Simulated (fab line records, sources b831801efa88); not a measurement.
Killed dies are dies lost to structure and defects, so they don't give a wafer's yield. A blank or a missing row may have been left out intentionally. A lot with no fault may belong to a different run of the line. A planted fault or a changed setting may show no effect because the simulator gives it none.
Comparing a struck lot with a sound one    flow sky130    35 out of 708 route steps
Sound: wafers L822.3, L822.4, L822.5. Wafers struck: L829.2, L829.4, L829.5. The cause comes at the end.
Each step with rows lists, per side, the tool, then ch with its chambers, then its first start. Under that, the readings that differ: sound wafers    struck wafers    difference of the means    sigmas: that difference in standard deviations of wafers without a fault.
alike: readings with means less than 2 such deviations apart, plus words and numbers identical on both sides. not compared: withheld readings, readings lacking a value on some wafer, bounds such as >300 that could conceal the same value, and numbers that have no deviation in the record and whose values overlap.
Wherever a step has rows on one side only, a row that says differs or no value, or a row with sigmas, the two part there. Non-overlapping numbers with no deviation appear without sigmas and do not part them. A reading that every wafer of one side lacks parts them only if that side has two wafers or more.

SKY_SD_P_CD_MEAS_07: the cd target is 380 nm.
  sound: cd_sem-02 at day 27 15:35; struck: cd_sem-01 at day 30 09:11
  alike: cd_nm
SKY_SD_P_OVL_MEAS_08:
  sound: overlay-01 at day 27 15:40; struck: overlay-01 at day 30 09:17
  alike: SD_P_OVL
next, for these wafers, 1 step has no rows: SKY_SD_P_IMPLANT_09.
SKY_SD_P_STRIP_10: strips in O2/N2.
  sound on plasma_asher-02 ch 0,1, day 27 15:52; struck on plasma_asher-01 ch 0,1, day 30 09:28
  alike: drypump_motor_current_A, n2_flow_sccm, oes_product_au, strip_time_to_endpoint_s
  not compared: rf_hours_counter_h
SKY_SD_P_TW_MEAS_11:
  sound: film_metro-02 at day 27 15:58; struck: film_metro-03 at day 30 09:35
reading  sound           struck          difference  sigmas
SD_P_TW  2803 2799 2811  2851 2846 2843  +42         +2
then, 7 steps without rows for these wafers: SKY_RES_XHIGH_DEHYDRATE_00 (time 60 s); SKY_RES_XHIGH_HMDS_01 (prime time 60 s); SKY_RES_XHIGH_COAT_02 (resist thk 1140 nm); SKY_RES_XHIGH_SOFTBAKE_03 (time 60 s); SKY_RES_XHIGH_EXPOSE_04 (exposes mask URPM, target cd 1270 nm); SKY_RES_XHIGH_PEB_05; SKY_RES_XHIGH_DEVELOP_06 (develop time 60 s).
SKY_RES_XHIGH_IMPLANT_07:
  sound on implanter-02 ch 0, day 28 20:32; struck on implanter-03 ch 0, day 31 13:38
reading        sound                          struck                         difference  sigmas
dose_ions_cm2  3.599e+14 3.604e+14 3.595e+14  3.872e+14 3.874e+14 3.871e+14  +2.730e+13  +72
SKY_RES_XHIGH_STRIP_08: strips in O2/N2.
  sound on plasma_asher-03 ch 0,1, day 28 20:40; struck on plasma_asher-02 ch 0,1, day 31 13:46
  alike: drypump_motor_current_A, n2_flow_sccm, oes_product_au, strip_time_to_endpoint_s
  not compared: rf_hours_counter_h
SKY_RES_XHIGH_TW_MEAS_09:
  sound: film_metro-04 at day 28 20:46; struck: film_metro-04 at day 31 13:53
reading       sound           struck          difference  sigmas
RES_XHIGH_TW  1635 1619 1625  1659 1666 1664  +37         +3
then, 7 steps without rows for these wafers: SKY_SD_N_DEHYDRATE_00 (time 60 s); SKY_SD_N_HMDS_01 (prime time 60 s); SKY_SD_N_COAT_02 (resist thk 1140 nm); SKY_SD_N_SOFTBAKE_03 (time 60 s); SKY_SD_N_EXPOSE_04 (exposes mask NSDM, target cd 380 nm); SKY_SD_N_PEB_05; SKY_SD_N_DEVELOP_06 (develop time 60 s).
SKY_SD_N_CD_MEAS_07: the cd target is 380 nm.
  sound: cd_sem-02 at day 30 01:07; struck: cd_sem-01 at day 32 16:52
  alike: cd_nm
SKY_SD_N_OVL_MEAS_08:
  sound: overlay-01 at day 30 01:12; struck: overlay-01 at day 32 16:58
  alike: SD_N_OVL
then, 2 steps without rows for these wafers: SKY_SD_N_IMPLANT_09; SKY_SD_N_IMPLANT_10.
SKY_SD_N_STRIP_11: strips in O2/N2.
  sound on plasma_asher-03 ch 0,1, day 30 01:34; struck on plasma_asher-01 ch 0,1, day 32 17:17
reading                       sound              struck             difference  sigmas
strip_time_to_endpoint_s (s)  22.58 22.63 22.60  22.50 22.42 22.49  -0.13       -3
  alike: drypump_motor_current_A, n2_flow_sccm, oes_product_au
  not compared: rf_hours_counter_h
SKY_SD_N_TW_MEAS_12:
  sound: film_metro-04 at day 30 01:38; struck: film_metro-04 at day 32 17:24
  alike: SD_N_TW
then, 1 step without rows for these wafers: SKY_SD_N_CLEAN_13 (cleans in SC1/SC2, time 150 s).
SKY_SD_N_RTA_14: time 2 s.
  sound on rtp_anneal-02 ch 0, day 30 01:45; struck on rtp_anneal-02 ch 0, day 32 17:31
  alike: lamp_power_pct, wafer_temp_C_max
SKY_SD_N_RS_MEAS_16: measures by four-point-probe.
  sound: film_metro-03 at day 30 01:57; struck: film_metro-03 at day 32 17:42
  alike: SD_N_RS
SKY_SD_N_RS_MEAS_17: measures by four-point-probe.
  sound: film_metro-03 at day 30 02:04; struck: film_metro-03 at day 32 17:49
  alike: SD_P_RS
SKY_SD_N_RS_MEAS_18: measures by four-point-probe.
  sound: film_metro-03 at day 30 02:11; struck: film_metro-03 at day 32 17:56
reading                sound              struck             difference  sigmas
RES_XHIGH_RS (ohm/sq)  334.1 334.0 334.4  313.6 314.7 315.1  -19.7       -20
then, 1 step without rows for these wafers: SKY_SALICIDE_CLEAN_00 (cleans in HF-last, time 30 s).
-- the record jumps here: 17 days lie between the struck wafers' starts before and after (it left off in module SALICIDE and takes up again in module PAD_OPEN, whose first step shown is number 708 of the route) --
SKY_PAD_OPEN_PROBE_99:
  sound: prober-02 at day 47 12:05; struck: prober-02 at day 49 07:30
reading                               sound           struck          difference  sigmas
killed_short                          41 43 51        26 36 31        -14         -2
model.etest.res_xhigh_po.line_ohm_um  5839 5640 5580  4930 5075 4930  -708        
model.etest.res_xhigh_po.rs_ohm_sq    2027 1965 1951  1757 1764 1727  -232        
  alike: killed_at_M0_to_M3, killed_at_M4_up, killed_at_contacts, killed_at_front_end, killed_at_other, killed_dies, killed_open

== WHERE THEY PART ==
Earliest at SKY_SD_P_TW_MEAS_11; latest, in this record, at SKY_PAD_OPEN_PROBE_99.

WHY: what had been put in by the simulator
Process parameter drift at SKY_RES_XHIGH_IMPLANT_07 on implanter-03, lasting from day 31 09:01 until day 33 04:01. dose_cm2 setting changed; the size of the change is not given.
